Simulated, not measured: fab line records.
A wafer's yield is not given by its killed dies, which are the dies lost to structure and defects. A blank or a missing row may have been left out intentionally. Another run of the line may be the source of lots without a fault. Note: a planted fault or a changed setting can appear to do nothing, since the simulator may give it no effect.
Which tool was responsible? -- flow gf180mcu -- 12 lots (36 wafers sampled), 1 step of a 602-step route

## WHAT EACH GAUGE READ, for each wafer
GF_HV_LDD_OVL_MEAS_08.
lot,measured,on,HV_LDD_OVL (nm)
L075,day 10 08:46,overlay-01,-0.1 0.4 0.5
L077,day 11 04:25,overlay-02,-3.0 -0.2 -0.6
L080,day 11 17:04,overlay-02,3.0 2.6 1.7
L081,day 12 01:27,overlay-01,-1.3 -0.4 -1.7
L083,day 12 18:30,overlay-02,0.9 1.4 2.1
L085,day 13 12:10,overlay-01,-0.5 0.1 -0.2
L086,day 14 02:01,overlay-01,0.5 0.7 -0.8
L089,day 14 15:10,overlay-01,-0.1 -1.5 -1.7
L091,day 15 05:19,overlay-02,0.2 0.1 0.7
L093,day 15 18:03,overlay-01,4.1 3.1 1.1
L095,day 16 11:12,overlay-02,0.4 -0.1 0.5
L097,day 17 02:49,overlay-02,1.4 2.2 1.8

## TOOL THAT RAN EACH LOT (tool first, then ch and the chambers of the sampled wafers, then the start)
The record holds no process step before these readings.

## THE ANSWER, worked out from the rows above alone
Rule: usual is defined by the lots themselves. The widest of any qualifying gaps counts: lots, ordered by their means at a reading, are off when they make up no more than a third of the lots, leave a main group of 4 or more, and stand apart from it by 3 or more times the standard deviation of that group's means. A main group whose means are all the same, to the digits that the tables above print for the reading, isn't used. Also off: a lot with no number at a reading for which 4 or more lots have one. All remaining lots with rows at the step are treated as sound.
No lot is off at any reading shown: from this, nothing can be told.

## WHAT WAS PUT IN BY THE SIMULATOR
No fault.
